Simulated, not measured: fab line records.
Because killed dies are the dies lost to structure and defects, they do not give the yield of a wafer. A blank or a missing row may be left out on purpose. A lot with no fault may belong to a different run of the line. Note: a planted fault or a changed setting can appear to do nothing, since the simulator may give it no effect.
Chamber matching / flow sky130 / SKY_CONTACT_ETCH_17 on rieDiel-02: 4 sister chambers
The step etches SiO2 in C4F8/O2/Ar, stops on Si3N4, target depth 340 nm. 20 wafers are shown with their chamber, then 10 later ones without.

== EACH WAFER AND ITS CHAMBER ==
wafer=L076.1; chamber=2; oesProductAu (a.u.)=0.894
wafer=L076.2; chamber=1; oesProductAu (a.u.)=0.878
wafer=L076.3; chamber=0; oesProductAu (a.u.)=0.897
wafer=L084.2; chamber=0; oesProductAu (a.u.)=0.888
wafer=L084.5; chamber=2; oesProductAu (a.u.)=0.890
wafer=L084.6; chamber=1; oesProductAu (a.u.)=0.902
wafer=L085.1; chamber=2; oesProductAu (a.u.)=0.891
wafer=L085.4; chamber=3; oesProductAu (a.u.)=0.890
wafer=L085.5; chamber=0; oesProductAu (a.u.)=0.898
wafer=L088.1; chamber=2; oesProductAu (a.u.)=0.890
wafer=L088.2; chamber=3; oesProductAu (a.u.)=0.894
wafer=L088.3; chamber=0; oesProductAu (a.u.)=0.893
wafer=L088.4; chamber=1; oesProductAu (a.u.)=0.894
wafer=L088.5; chamber=2; oesProductAu (a.u.)=0.886
wafer=L088.6; chamber=1; oesProductAu (a.u.)=0.888
wafer=L091.1; chamber=1; oesProductAu (a.u.)=0.895
wafer=L091.2; chamber=3; oesProductAu (a.u.)=0.880
wafer=L091.5; chamber=0; oesProductAu (a.u.)=0.896
wafer=L092.1; chamber=0; oesProductAu (a.u.)=0.898
wafer=L092.3; chamber=2; oesProductAu (a.u.)=0.885

SIGNATURES (means of the wafers above)
reading=oesProductAu; chamber 0=0.89500; chamber 1=0.89140; chamber 2=0.88933; chamber 3=0.88800; scatter within a chamber=0.00591
Rule: for a wafer and a chamber, the distance is found by dividing, reading by reading, the gap between the wafer's reading and the chamber's mean by the reading's scatter, squaring, summing and taking the root. The wafer belongs to the nearest chamber; if the next one is less than 2 further off, it can't be placed. The scatter: the root of (the sum of the squares of (reading less its chamber's mean) over the shown wafers, divided by (wafers less chambers)).

== WAFERS WITH NO CHAMBER GIVEN ==
wafer=L092.6; oesProductAu (a.u.)=0.892
wafer=L093.3; oesProductAu (a.u.)=0.888
wafer=L093.5; oesProductAu (a.u.)=0.894
wafer=L093.6; oesProductAu (a.u.)=0.882
wafer=L095.1; oesProductAu (a.u.)=0.885
wafer=L095.5; oesProductAu (a.u.)=0.891
wafer=L095.6; oesProductAu (a.u.)=0.892
wafer=L096.2; oesProductAu (a.u.)=0.881
wafer=L096.4; oesProductAu (a.u.)=0.895
wafer=L096.6; oesProductAu (a.u.)=0.895

== WHICH CHAMBER EACH ONE RAN IN ==
wafer=L092.6; from the rows above=can't be placed: 1 or 2 or 0 or 3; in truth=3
wafer=L093.3; from the rows above=can't be placed: 3 or 2 or 1 or 0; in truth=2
wafer=L093.5; from the rows above=can't be placed: 0 or 1 or 2 or 3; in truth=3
wafer=L093.6; from the rows above=can't be placed: 3 or 2 or 1 or 0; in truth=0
wafer=L095.1; from the rows above=can't be placed: 3 or 2 or 1 or 0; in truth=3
wafer=L095.5; from the rows above=can't be placed: 1 or 2 or 3 or 0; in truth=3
wafer=L095.6; from the rows above=can't be placed: 1 or 2 or 0 or 3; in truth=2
wafer=L096.2; from the rows above=can't be placed: 3 or 2 or 1 or 0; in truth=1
wafer=L096.4; from the rows above=can't be placed: 0 or 1 or 2 or 3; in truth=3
wafer=L096.6; from the rows above=can't be placed: 0 or 1 or 2 or 3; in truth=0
Correct placement for 0 of the 10. Not placeable from these rows: 10 (in 10, the candidates include the true chamber). Number placed wrongly: 0.
